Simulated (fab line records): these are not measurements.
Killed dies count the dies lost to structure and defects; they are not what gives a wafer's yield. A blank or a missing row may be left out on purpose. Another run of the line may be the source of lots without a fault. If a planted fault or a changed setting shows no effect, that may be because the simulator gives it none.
fab line records ; flow gf180mcu
record lots=6; wafers=18; last-day=34
route steps=602 shown HV_LDD@225 NSD@235 PSD@248
lots with no fault: from the same line, run without faults
start-h: the number of hours between the record's first day and the start of the first shown wafer of the lot ; wait-h: how many hours have passed since the lot's step before this one ; " unchanged from the row above ; L1.1+2: a row that stands for several wafers ; - either no value or no given start ; * or withheld: withheld ; < > ~ a bound
route shown NAME@n: NAME is a module with steps in the file, n the number in the route of the first one ; usual: mean/standard deviation of fault-free wafers ; same: alike in all rows ; chamber/n: place in a boat ; sites: the reading at each site ; _std_site: standard deviation of those values ; _edge_site: the outer-site mean with the inner-site mean subtracted ; radius-mm: how far each site lies from the wafer's centre ; mask NAME#n: copy n ; behind: the last tool/chamber to shape the wafer ; hold: why the lot went on hold/how many hours it stayed there/how the hold came to an end ; device: names the non-switching transistor (n, p or np) ; end of line: the route-end tests of the same wafers ; step lacking rows: just its recipe ; killed: dies lost to structure and defects at the first sort, not the wafer's yield ; map: a wafer's dies, marking killed ones x, the rest . and places with no die _
set.NAME: the setting as run; set.NAME@STEP: as run at that earlier step ; model.NAME: the simulator's own value behind a step, which no gauge read
lots at selected steps of the route; one table per step, one row per wafer
services: when a tool's chamber went out of use (start-h, in hours from the record's first day, below 0 if earlier), for how many hours, and the reason
## steps
# step GF_HV_LDD_STRIP_49
# recipe chemistry=O2/N2; power-w=1400; pressure-mtorr=1500; platen-temp-c=250; o2-flow-sccm=3000; n2-flow-sccm=300; overash-fraction=0.5
# usual drypump-motor-current-A=5.6/0.39; heater-power-w=353/25; oes-product-au=0.716/0.0044; platen-temp-c=250.02/0.19; strip-time-to-endpoint-s=12.63/0.033
lot.wafer;tool;chamber;start-h;wait-h;drypump-motor-current-A;heater-power-w;oes-product-au;platen-temp-c;rf-hours-counter-h;strip-time-to-endpoint-s
L907.3;plasma-asher-02;0;280.16;0.1;5.5;361;0.720;250.38;-;12.58
L907.5;plasma-asher-02;1;280.16;0.1;5.2;360;0.719;250.30;-;12.62
L907.6;plasma-asher-02;0;280.16;0.1;5.5;370;0.718;250.00;-;12.61
L915.2;plasma-asher-02;0;353.22;0.1;5.6;367;0.716;250.08;58;12.59
L915.3;plasma-asher-02;1;353.22;0.1;5.3;362;0.717;249.96;-;12.68
L915.6;plasma-asher-02;0;353.22;0.1;5.6;365;0.712;250.18;-;12.66
L919.1;plasma-asher-02;0;383.38;0.1;5.6;358;0.719;250.07;62;12.65
L919.5;plasma-asher-02;0;383.38;0.1;5.6;367;0.720;250.06;-;12.65
L919.6;plasma-asher-02;1;383.38;0.1;5.2;374;0.713;250.08;-;12.61
L920.1;plasma-asher-03;1;383.68;0.1;5.7;305;0.709;249.85;26;12.63
L920.2;plasma-asher-03;0;383.68;0.1;5.4;360;0.714;250.19;26;12.64
L920.5;plasma-asher-03;1;383.68;0.1;5.7;311;0.719;249.84;-;12.58
L923.2;plasma-asher-04;1;413.82;0.1;5.5;354;0.716;249.97;79;12.60
L923.3;plasma-asher-04;1;413.82;0.1;5.5;350;0.719;250.07;-;12.60
L923.6;plasma-asher-04;0;413.82;0.1;6.5;379;0.713;249.92;-;12.60
L927.4;plasma-asher-03;1;443.46;0.1;5.7;304;0.713;250.07;-;12.67
L927.5;plasma-asher-03;1;443.46;0.1;5.7;307;0.718;250.27;-;12.67
L927.6;plasma-asher-03;0;443.46;0.1;5.4;358;0.710;249.92;-;12.65
# step GF_HV_LDD_TW_MEAS_50
# usual HV_LDD_4_TW=567/5.3
lot.wafer;tool;chamber;start-h;wait-h;HV_LDD_4_TW
L907.3;film-metro-01;-;280.25;0.1;568
L907.5;film-metro-01;-;280.25;0.1;569
L907.6;film-metro-01;-;280.25;0.1;571
L915.2;film-metro-01;-;353.33;0.1;575
L915.3;film-metro-01;-;353.33;0.1;576
L915.6;film-metro-01;-;353.33;0.1;576
L919.1;film-metro-04;-;383.48;0.1;564
L919.5;film-metro-04;-;383.48;0.1;561
L919.6;film-metro-04;-;383.48;0.1;565
L920.1;film-metro-01;-;383.78;0.1;577
L920.2;film-metro-01;-;383.78;0.1;575
L920.5;film-metro-01;-;383.78;0.1;579
L923.2;film-metro-02;-;413.93;0.1;566
L923.3;film-metro-02;-;413.93;0.1;569
L923.6;film-metro-02;-;413.93;0.1;567
L927.4;film-metro-04;-;443.56;0.1;560
L927.5;film-metro-04;-;443.56;0.1;559
L927.6;film-metro-04;-;443.56;0.1;558
# step GF_HV_LDD_CLEAN_51
# recipe chemistry=SC1/SC2; mix=1:4:20; temp-c=70; time-s=150; dry=n2-spin
# step GF_HV_LDD_RTA_52
# recipe temp-c=1000; time-s=10; ambient=N2
# usual chamber-o2-ppm=2.000/0.019; lamp-power-pct=31.4/2.3; wafer_temp_C_max=1005.9/2.4
lot.wafer;tool;chamber;start-h;wait-h;chamber-o2-ppm;lamp-power-pct;wafer_temp_C_max
L907.3;rtp-anneal-01;0;280.36;0.0;2.017;33.2;1010.8
L907.5;rtp-anneal-01;0;280.36;0.0;2.002;33.2;1006.4
L907.6;rtp-anneal-01;0;280.36;0.0;2.016;33.3;1007.2
L915.2;rtp-anneal-01;0;353.44;0.0;2.003;33.2;1011.5
L915.3;rtp-anneal-01;0;353.44;0.0;2.011;33.2;1008.2
L915.6;rtp-anneal-01;0;353.44;0.0;1.982;33.3;1007.9
L919.1;rtp-anneal-02;0;383.59;0.0;2.018;28.5;1002.6
L919.5;rtp-anneal-02;0;383.59;0.0;2.002;28.5;1003.3
L919.6;rtp-anneal-02;0;383.59;0.0;2.003;28.5;1002.8
L920.1;rtp-anneal-01;0;383.89;0.0;1.972;33.2;1006.7
L920.2;rtp-anneal-01;0;383.89;0.0;1.994;33.2;1007.1
L920.5;rtp-anneal-01;0;383.89;0.0;1.984;33.2;1007.0
L923.2;rtp-anneal-01;0;414.04;0.0;2.029;33.2;1007.7
L923.3;rtp-anneal-01;0;414.04;0.0;2.009;33.3;1007.6
L923.6;rtp-anneal-01;0;414.04;0.0;2.007;33.1;1007.4
L927.4;rtp-anneal-02;0;443.68;0.0;2.011;28.5;1002.8
L927.5;rtp-anneal-02;0;443.68;0.0;1.987;28.5;1002.9
L927.6;rtp-anneal-02;0;443.68;0.0;2.005;28.4;1003.3
# step GF_HV_LDD_RS_MEAS_53
# recipe thk-meas-gauge=four-point-probe
# usual HV_LDD_RS=418.0/0.97
lot.wafer;tool;chamber;start-h;wait-h;HV_LDD_RS[ohm/sq]
L907.3;film-metro-04;-;280.45;0.1;418.4
L907.5;film-metro-04;-;280.45;0.1;417.1
L907.6;film-metro-04;-;280.45;0.1;416.8
L915.2;film-metro-01;-;353.51;0.1;416.8
L915.3;film-metro-01;-;353.51;0.1;416.9
L915.6;film-metro-01;-;353.51;0.1;417.0
L919.1;film-metro-02;-;383.66;0.1;418.8
L919.5;film-metro-02;-;383.66;0.1;419.0
L919.6;film-metro-02;-;383.66;0.1;418.6
L920.1;film-metro-04;-;383.96;0.1;419.5
L920.2;film-metro-04;-;383.96;0.1;418.9
L920.5;film-metro-04;-;383.96;0.1;418.7
L923.2;film-metro-01;-;414.11;0.1;418.8
L923.3;film-metro-01;-;414.11;0.1;418.5
L923.6;film-metro-01;-;414.11;0.1;417.5
L927.4;film-metro-02;-;443.77;0.1;419.0
L927.5;film-metro-02;-;443.77;0.1;417.2
L927.6;film-metro-02;-;443.77;0.1;417.5
# step GF_HV_LDD_CVD_54
# recipe material=SiO2; target-thk-nm=10; precursor=TEOS; temp-c=680; time-s=75; pressure-mtorr=400
# step GF_HV_LDD_THK_MEAS_55
# recipe reads=SiO2_of_HV_LDD_CVD_54
# usual HV_LDD_CVD_54_THK=9.92/0.12
lot.wafer;tool;chamber;start-h;wait-h;HV_LDD_CVD_54_THK[nm]
L907.3;film-metro-04;-;281.57;0.0;9.88
L907.5;film-metro-04;-;281.57;0.0;9.95
L907.6;film-metro-04;-;281.57;0.0;9.78
L915.2;film-metro-02;-;355.16;0.0;10.12
L915.3;film-metro-02;-;355.16;0.0;9.94
L915.6;film-metro-02;-;355.16;0.0;9.94
L919.1;film-metro-04;-;384.80;0.0;9.96
L919.5;film-metro-04;-;384.80;0.0;9.94
L919.6;film-metro-04;-;384.80;0.0;9.99
L920.1;film-metro-02;-;385.10;0.0;9.91
L920.2;film-metro-02;-;385.10;0.0;9.91
L920.5;film-metro-02;-;385.10;0.0;9.87
L923.2;film-metro-02;-;415.24;0.0;9.93
L923.3;film-metro-02;-;415.24;0.0;10.08
L923.6;film-metro-02;-;415.24;0.0;9.85
L927.4;film-metro-04;-;444.88;0.0;9.65
L927.5;film-metro-04;-;444.88;0.0;9.72
L927.6;film-metro-04;-;444.88;0.0;9.70
# step GF_HV_LDD_CVD_56
# recipe material=Si3N4; precursor=DCS/NH3; target-thk-nm=90; temp-c=770; time-s=1543; pressure-mtorr=250
# step GF_HV_LDD_THK_MEAS_57
# recipe reads=Si3N4_of_HV_LDD_CVD_56
# usual HV_LDD_CVD_56_THK=89.8/0.74
lot.wafer;tool;chamber;start-h;wait-h;HV_LDD_CVD_56_THK[nm]
L907.3;film-metro-04;-;283.06;0.0;91.2
L907.5;film-metro-04;-;283.06;0.0;91.1
L907.6;film-metro-04;-;283.06;0.0;90.9
L915.2;film-metro-02;-;356.64;0.0;89.4
L915.3;film-metro-02;-;356.64;0.0;89.9
L915.6;film-metro-02;-;356.64;0.0;89.9
L919.1;film-metro-01;-;386.29;0.0;90.4
L919.5;film-metro-01;-;386.29;0.0;90.5
L919.6;film-metro-01;-;386.29;0.0;90.5
L920.1;film-metro-02;-;386.59;0.0;91.1
L920.2;film-metro-02;-;386.59;0.0;90.6
L920.5;film-metro-02;-;386.59;0.0;90.7
L923.2;film-metro-02;-;416.73;0.0;89.5
L923.3;film-metro-02;-;416.73;0.0;89.6
L923.6;film-metro-02;-;416.73;0.0;89.4
L927.4;film-metro-01;-;446.37;0.0;89.3
L927.5;film-metro-01;-;446.37;0.0;90.1
L927.6;film-metro-01;-;446.37;0.0;89.0
# step GF_HV_LDD_ETCHBACK_58
# recipe chemistry=CH3F/O2; target=Si3N4; stop-on=SiO2; source-w=400; bias-w=80; pressure-mtorr=25; ch3f-flow-sccm=40; O2_flow_sccm=30; time-s=100; target-depth-a=900
# usual drypump-motor-current-A=5.8/0.45; oes-product-au=0.842/0.006; throttle-valve-pct=10.560/0.0087
lot.wafer;tool;chamber;start-h;wait-h;drypump-motor-current-A;oes-product-au;rf-hours-counter-h;throttle-valve-pct
L907.3;rie-diel-02;0;283.10;0.0;5.5;0.851;133;10.569
L907.5;rie-diel-02;1;283.10;0.0;6.0;0.849;-;10.557
L907.6;rie-diel-02;0;283.10;0.0;5.5;0.846;-;10.559
L915.2;rie-diel-02;0;356.69;0.0;5.5;0.837;2;10.580
L915.3;rie-diel-02;1;356.69;0.0;5.9;0.845;28;10.550
L915.6;rie-diel-02;3;356.69;0.0;5.2;0.845;-;10.572
L919.1;rie-diel-02;2;386.35;0.1;6.3;0.840;8;10.567
L919.5;rie-diel-02;3;386.35;0.1;5.2;0.846;-;10.563
L919.6;rie-diel-02;2;386.35;0.1;6.3;0.848;-;10.556
L920.1;rie-diel-04;2;386.65;0.1;5.8;0.849;13;10.557
L920.2;rie-diel-04;3;386.65;0.1;5.2;0.846;4;10.566
L920.5;rie-diel-04;2;386.65;0.1;5.9;0.850;-;10.551
L923.2;rie-diel-04;1;416.78;0.0;5.7;0.836;53;10.553
L923.3;rie-diel-04;0;416.78;0.0;6.8;0.842;104;10.562
L923.6;rie-diel-04;3;416.78;0.0;5.2;0.839;-;10.568
L927.4;rie-diel-02;2;446.40;0.0;6.3;0.834;9;10.565
L927.5;rie-diel-02;0;446.40;0.0;5.5;0.835;-;10.550
L927.6;rie-diel-02;1;446.40;0.0;5.9;0.842;-;10.565
# step GF_NSD_DEHYDRATE_00
# recipe temp-c=200; time-s=60
# step GF_NSD_HMDS_01
# recipe prime-time-s=60; prime-temp-c=120
# step GF_NSD_COAT_02
# recipe resist=NOVOLAK; spin-rpm=3000; resist-thk-nm=1000
# usual chill-plate-temp-C=22.99/0.11; dispense-pressure-kPa=45/4.9
lot.wafer;tool;chamber;start-h;wait-h;chill-plate-temp-C;dispense-pressure-kPa
L907.3;litho-track-03;0;292.03;0.1;22.88;42
L907.5;litho-track-03;0;292.03;0.1;22.89;42
L907.6;litho-track-03;0;292.03;0.1;23.04;42
L915.2;litho-track-02;0;368.14;0.1;22.87;53
L915.3;litho-track-02;0;368.14;0.1;22.98;53
L915.6;litho-track-02;0;368.14;0.1;23.03;53
L919.1;litho-track-01;-;397.19;0.1;-;-
L919.5;litho-track-01;-;397.19;0.1;-;-
L919.6;litho-track-01;-;397.19;0.1;-;-
L920.1;litho-track-02;-;397.76;0.1;-;-
L920.2;litho-track-02;-;397.76;0.1;-;-
L920.5;litho-track-02;-;397.76;0.1;-;-
L923.2;litho-track-01;0;428.12;0.1;22.87;42
L923.3;litho-track-01;0;428.12;0.1;22.81;42
L923.6;litho-track-01;0;428.12;0.1;22.94;42
L927.4;litho-track-03;0;458.15;0.1;22.82;42
L927.5;litho-track-03;0;458.15;0.1;22.87;42
L927.6;litho-track-03;0;458.15;0.1;23.09;42
# step GF_NSD_SOFTBAKE_03
# recipe temp-c=90; time-s=60; resist=NOVOLAK
# step GF_NSD_EXPOSE_04
# recipe mask-id=Nplus; target-cd-nm=400; na=0.6; source-shape=conventional; sigma-outer=0.6; dose-mj=140
# step GF_NSD_PEB_05
# recipe temp-c=withheld; time-s=*; resist=NOVOLAK
# step GF_NSD_DEVELOP_06
# recipe develop-time-s=60; dev-temp-c=23
# step GF_NSD_CD_MEAS_07
# recipe target-cd-nm=400
# usual cd-nm=399.6/2.1
lot.wafer;tool;chamber;start-h;wait-h;cd-nm
L907.3;cd-sem-01;-;302.42;0.1;399.0
L907.5;cd-sem-01;-;302.42;0.1;398.1
L907.6;cd-sem-01;-;302.42;0.1;398.6
L915.2;cd-sem-02;-;379.01;0.1;401.9
L915.3;cd-sem-02;-;379.01;0.1;402.3
L915.6;cd-sem-02;-;379.01;0.1;401.2
L919.1;cd-sem-02;-;409.24;0.1;-
L919.5;cd-sem-02;-;409.24;0.1;-
L919.6;cd-sem-02;-;409.24;0.1;-
L920.1;cd-sem-02;-;409.63;0.1;-
L920.2;cd-sem-02;-;409.63;0.1;-
L920.5;cd-sem-02;-;409.63;0.1;-
L923.2;cd-sem-01;-;440.68;0.1;403.8
L923.3;cd-sem-01;-;440.68;0.1;402.3
L923.6;cd-sem-01;-;440.68;0.1;402.7
L927.4;cd-sem-02;-;470.47;0.1;400.8
L927.5;cd-sem-02;-;470.47;0.1;397.9
L927.6;cd-sem-02;-;470.47;0.1;401.2
# step GF_NSD_OVL_MEAS_08
# usual NSD_OVL=-0.6/1.3
lot.wafer;tool;chamber;start-h;wait-h;NSD_OVL[nm]
L907.3;overlay-02;-;302.51;0.1;1.8
L907.5;overlay-02;-;302.51;0.1;-0.2
L907.6;overlay-02;-;302.51;0.1;-0.3
L915.2;overlay-01;-;379.12;0.1;-1.0
L915.3;overlay-01;-;379.12;0.1;0.1
L915.6;overlay-01;-;379.12;0.1;0.3
L919.1;overlay-01;-;409.36;0.1;-
L919.5;overlay-01;-;409.36;0.1;-
L919.6;overlay-01;-;409.36;0.1;-
L920.1;overlay-01;-;409.75;0.1;-
L920.2;overlay-01;-;409.75;0.1;-
L920.5;overlay-01;-;409.75;0.1;-
L923.2;overlay-02;-;440.79;0.1;-0.7
L923.3;overlay-02;-;440.79;0.1;1.0
L923.6;overlay-02;-;440.79;0.1;0.2
L927.4;overlay-01;-;470.55;0.1;0.4
L927.5;overlay-01;-;470.55;0.1;-1.7
L927.6;overlay-01;-;470.55;0.1;-1.5
# step GF_NSD_IMPLANT_09
# recipe species=As; energy-kev=60; dose-cm2=4e+15; tilt-deg=7
# step GF_NSD_IMPLANT_10
# recipe species=P; energy-kev=40; dose-cm2=5e+14; tilt-deg=7
# step GF_NSD_STRIP_11
# recipe chemistry=O2/N2; power-w=1400; pressure-mtorr=1500; platen-temp-c=250; o2-flow-sccm=3000; n2-flow-sccm=300; overash-fraction=0.5
# usual drypump-motor-current-A=5.5/0.39; heater-power-w=326/38; oes-product-au=0.487/0.0038; platen-temp-c=250.00/0.19; strip-time-to-endpoint-s=22.97/0.035
lot.wafer;tool;chamber;start-h;wait-h;drypump-motor-current-A;heater-power-w;oes-product-au;platen-temp-c;rf-hours-counter-h;strip-time-to-endpoint-s
L907.3;plasma-asher-01;1;302.87;0.1;6.1;299;0.492;249.35;-;22.96
L907.5;plasma-asher-01;1;302.87;0.1;6.1;308;0.483;249.52;-;23.03
L907.6;plasma-asher-01;0;302.87;0.1;5.0;275;0.491;249.83;-;22.99
L915.2;plasma-asher-02;1;379.45;0.1;5.2;362;0.483;249.96;61;22.95
L915.3;plasma-asher-02;1;379.45;0.1;5.2;354;0.486;250.32;-;22.90
L915.6;plasma-asher-02;1;379.45;0.1;5.2;358;0.485;249.87;-;22.92
L919.1;plasma-asher-01;1;409.70;0.1;6.1;303;-;249.90;78;-
L919.5;plasma-asher-01;1;409.70;0.1;6.1;312;-;250.20;-;-
L919.6;plasma-asher-01;0;409.70;0.1;5.0;272;-;249.94;-;-
L920.1;plasma-asher-03;1;410.08;0.1;5.7;307;-;250.05;29;-
L920.2;plasma-asher-03;0;410.08;0.1;5.4;362;-;250.04;29;-
L920.5;plasma-asher-03;1;410.08;0.1;5.7;299;-;250.00;-;-
L923.2;plasma-asher-02;1;441.12;0.1;5.2;365;0.486;249.86;66;22.98
L923.3;plasma-asher-02;1;441.12;0.1;5.3;363;0.486;250.11;-;23.01
L923.6;plasma-asher-02;1;441.12;0.1;5.2;361;0.485;250.05;-;23.01
L927.4;plasma-asher-02;0;470.90;0.1;5.6;366;0.487;249.96;-;23.02
L927.5;plasma-asher-02;1;470.90;0.1;5.2;363;0.495;250.26;-;22.98
L927.6;plasma-asher-02;0;470.90;0.1;5.6;369;0.485;250.24;-;22.95
# step GF_NSD_TW_MEAS_12
# usual NSD_TW=4234/42
lot.wafer;tool;chamber;start-h;wait-h;NSD_TW
L907.3;film-metro-02;-;302.96;0.1;4277
L907.5;film-metro-02;-;302.96;0.1;4269
L907.6;film-metro-02;-;302.96;0.1;4276
L915.2;film-metro-03;-;379.56;0.1;4248
L915.3;film-metro-03;-;379.56;0.1;4269
L915.6;film-metro-03;-;379.56;0.1;4250
L919.1;film-metro-03;-;409.80;0.1;4272
L919.5;film-metro-03;-;409.80;0.1;4250
L919.6;film-metro-03;-;409.80;0.1;4284
L920.1;film-metro-02;-;410.18;0.1;4225
L920.2;film-metro-02;-;410.18;0.1;4239
L920.5;film-metro-02;-;410.18;0.1;4210
L923.2;film-metro-02;-;441.23;0.1;4254
L923.3;film-metro-02;-;441.23;0.1;4289
L923.6;film-metro-02;-;441.23;0.1;4260
L927.4;film-metro-03;-;471.00;0.1;4256
L927.5;film-metro-03;-;471.00;0.1;4274
L927.6;film-metro-03;-;471.00;0.1;4259
# step GF_PSD_DEHYDRATE_00
# recipe temp-c=200; time-s=60
# step GF_PSD_HMDS_01
# recipe prime-time-s=60; prime-temp-c=120
# step GF_PSD_COAT_02
# recipe resist=NOVOLAK; spin-rpm=3000; resist-thk-nm=1000
# step GF_PSD_SOFTBAKE_03
# recipe temp-c=90; time-s=60; resist=NOVOLAK
# step GF_PSD_EXPOSE_04
# recipe mask-id=Pplus; target-cd-nm=400; na=0.6; source-shape=conventional; sigma-outer=0.6; dose-mj=140
# step GF_PSD_PEB_05
# recipe temp-c=withheld; time-s=*; resist=NOVOLAK
# step GF_PSD_DEVELOP_06
# recipe develop-time-s=60; dev-temp-c=23
# step GF_PSD_CD_MEAS_07
# recipe target-cd-nm=400
# usual cd-nm=399.7/2.1
lot.wafer;tool;chamber;start-h;wait-h;cd-nm
L907.3;cd-sem-01;-;323.26;0.1;400.6
L907.5;cd-sem-01;-;323.26;0.1;398.9
L907.6;cd-sem-01;-;323.26;0.1;399.7
L915.2;cd-sem-01;-;402.66;0.1;398.4
L915.3;cd-sem-01;-;402.66;0.1;399.3
L915.6;cd-sem-01;-;402.66;0.1;400.5
L919.1;cd-sem-01;-;432.86;0.1;403.8
L919.5;cd-sem-01;-;432.86;0.1;402.9
L919.6;cd-sem-01;-;432.86;0.1;404.8
L920.1;cd-sem-01;-;433.46;0.1;401.0
L920.2;cd-sem-01;-;433.46;0.1;397.6
L920.5;cd-sem-01;-;433.46;0.1;398.4
L923.2;cd-sem-01;-;464.51;0.1;398.2
L923.3;cd-sem-01;-;464.51;0.1;400.4
L923.6;cd-sem-01;-;464.51;0.1;399.7
L927.4;cd-sem-01;-;494.35;0.1;397.3
L927.5;cd-sem-01;-;494.35;0.1;398.9
L927.6;cd-sem-01;-;494.35;0.1;398.3
# step GF_PSD_OVL_MEAS_08
# usual PSD_OVL=0.4/1.5
lot.wafer;tool;chamber;start-h;wait-h;PSD_OVL[nm]
L907.3;overlay-01;-;323.36;0.1;1.4
L907.5;overlay-01;-;323.36;0.1;0.3
L907.6;overlay-01;-;323.36;0.1;1.1
L915.2;overlay-01;-;402.77;0.1;1.9
L915.3;overlay-01;-;402.77;0.1;0.5
L915.6;overlay-01;-;402.77;0.1;1.1
L919.1;overlay-01;-;432.98;0.1;0.9
L919.5;overlay-01;-;432.98;0.1;0.6
L919.6;overlay-01;-;432.98;0.1;0.1
L920.1;overlay-01;-;433.58;0.1;-1.6
L920.2;overlay-01;-;433.58;0.1;1.1
L920.5;overlay-01;-;433.58;0.1;0.8
L923.2;overlay-02;-;464.62;0.1;0.1
L923.3;overlay-02;-;464.62;0.1;-0.2
L923.6;overlay-02;-;464.62;0.1;-2.0
L927.4;overlay-01;-;494.43;0.1;-1.5
L927.5;overlay-01;-;494.43;0.1;-1.1
L927.6;overlay-01;-;494.43;0.1;0.6
# step GF_PSD_IMPLANT_09
# recipe species=BF2; energy-kev=40; dose-cm2=1.5e+15; tilt-deg=7
# step GF_PSD_STRIP_10
# recipe chemistry=O2/N2; power-w=1400; pressure-mtorr=1500; platen-temp-c=250; o2-flow-sccm=3000; n2-flow-sccm=300; overash-fraction=0.5
# usual drypump-motor-current-A=5.7/0.48; heater-power-w=327/36; oes-product-au=0.592/0.0049; platen-temp-c=249.97/0.18; strip-time-to-endpoint-s=16.54/0.033
lot.wafer;tool;chamber;start-h;wait-h;drypump-motor-current-A;heater-power-w;oes-product-au;platen-temp-c;rf-hours-counter-h;strip-time-to-endpoint-s
L907.3;plasma-asher-01;1;323.56;0.1;6.0;313;0.593;250.10;-;16.62
L907.5;plasma-asher-01;0;323.56;0.1;5.0;275;0.594;250.10;-;16.57
L907.6;plasma-asher-01;1;323.56;0.1;6.1;309;0.601;250.18;-;16.60
L915.2;plasma-asher-01;0;402.95;0.1;5.0;266;0.599;249.75;77;16.52
L915.3;plasma-asher-01;1;402.95;0.1;6.1;313;0.594;250.19;-;16.50
L915.6;plasma-asher-01;1;402.95;0.1;6.1;312;0.585;249.91;-;16.53
L919.1;plasma-asher-01;1;433.17;0.1;6.0;304;0.593;249.93;81;16.52
L919.5;plasma-asher-01;0;433.17;0.1;5.0;274;0.597;250.21;-;16.47
L919.6;plasma-asher-01;1;433.17;0.1;6.1;306;0.596;250.41;-;16.48
L920.1;plasma-asher-04;1;433.77;0.1;5.5;331;0.599;249.75;0;16.58
L920.2;plasma-asher-04;0;433.77;0.1;6.5;367;0.590;249.84;0;16.55
L920.5;plasma-asher-04;0;433.77;0.1;6.5;369;0.596;249.71;-;16.58
L923.2;plasma-asher-01;0;465.01;0.1;5.0;277;0.590;250.05;84;16.55
L923.3;plasma-asher-01;0;465.01;0.1;5.0;266;0.594;250.08;-;16.53
L923.6;plasma-asher-01;1;465.01;0.1;6.1;308;0.591;250.01;-;16.50
L927.4;plasma-asher-04;0;494.63;0.1;6.5;371;0.585;250.06;-;16.57
L927.5;plasma-asher-04;1;494.63;0.1;5.5;329;0.585;249.95;-;16.49
L927.6;plasma-asher-04;0;494.63;0.1;6.4;370;0.596;249.86;-;16.54
# step GF_PSD_TW_MEAS_11
# usual PSD_TW=3171/26
lot.wafer;tool;chamber;start-h;wait-h;PSD_TW
L907.3;film-metro-02;-;323.65;0.1;3194
L907.5;film-metro-02;-;323.65;0.1;3200
L907.6;film-metro-02;-;323.65;0.1;3174
L915.2;film-metro-03;-;403.06;0.1;3174
L915.3;film-metro-03;-;403.06;0.1;3180
L915.6;film-metro-03;-;403.06;0.1;3170
L919.1;film-metro-02;-;433.27;0.1;4259
L919.5;film-metro-02;-;433.27;0.1;4263
L919.6;film-metro-02;-;433.27;0.1;4286
L920.1;film-metro-03;-;433.87;0.1;4248
L920.2;film-metro-03;-;433.87;0.1;4254
L920.5;film-metro-03;-;433.87;0.1;4216
L923.2;film-metro-04;-;465.12;0.1;3138
L923.3;film-metro-04;-;465.12;0.1;3136
L923.6;film-metro-04;-;465.12;0.1;3132
L927.4;film-metro-03;-;494.73;0.1;3197
L927.5;film-metro-03;-;494.73;0.1;3185
L927.6;film-metro-03;-;494.73;0.1;3178
# step GF_PSD_CLEAN_12
# recipe chemistry=SC1/SC2; mix=1:4:20; temp-c=70; time-s=150; dry=n2-spin
## services
tool;chamber;start-h;hours;kind
rie-diel-02;0;284.63;-;clean
rie-diel-02;0;284.63;17.1;scheduled-down
rie-diel-02;0;284.63;17.1;vent-cycle
rie-diel-04;2;285.74;8.1;repair
plasma-asher-04;-;291.85;4.3;pm
rie-diel-02;2;300.10;15.7;repair
rie-diel-04;2;301.29;6.8;repair
rie-diel-02;3;315.77;-;clean
rie-diel-02;3;315.77;15.0;scheduled-down
rie-diel-02;3;315.77;15.0;vent-cycle
rie-diel-02;-;319.50;0.2;repair
rie-diel-02;2;320.36;5.9;repair
plasma-asher-01;-;328.43;2.8;pm
plasma-asher-02;-;411.97;14.6;pm
plasma-asher-04;-;421.25;9.0;pm
plasma-asher-04;0;421.25;9.0;vent-cycle
plasma-asher-04;1;421.25;9.0;vent-cycle
plasma-asher-04;0;430.25;-;clean
plasma-asher-04;1;430.25;-;clean
rie-diel-04;0;437.92;-;clean
rie-diel-04;0;437.92;18.9;scheduled-down
plasma-asher-02;-;455.97;2.8;pm
rie-diel-04;3;456.28;7.3;repair
rtp-anneal-02;-;482.08;46.2;pm
## key
first-sign step=GF_NSD_COAT_02; reading=tool-record; direction=missing
effect step=GF_NSD_CD_MEAS_07; reading=cd-nm; direction=missing
effect step=GF_NSD_OVL_MEAS_08; reading=NSD_OVL; direction=missing
effect step=GF_PSD_TW_MEAS_11; reading=PSD_TW; direction=up; sigmas=42; usual=3171; struck=4254
met-at GF_NSD_COAT_02
struck-wafers L919.1,L919.5,L919.6,L920.1,L920.2,L920.5
sort-left-out L919.1,L919.5,L919.6,L920.1,L920.2,L920.5
tester-left-out L919,L920
onset-between 368.14 397.19
fault kind=skipped-step-whole; tool=litho-track-01,litho-track-02; chamber=-; onset-h=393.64; steps=GF_NSD_COAT_02; scope=struck-lots-only
# tester-left-out: of these lots the tester's yield and bins aren't shown, on N5 and GAA mostly nor the transistor test; their killed dies are dies lost to structure and defects alone, not to doping, threshold or leakage, so they don't give the yield
# sort-left-out: the simulated sort isn't trusted on such a fault, so these wafers' sort isn't shown, and their yield isn't known
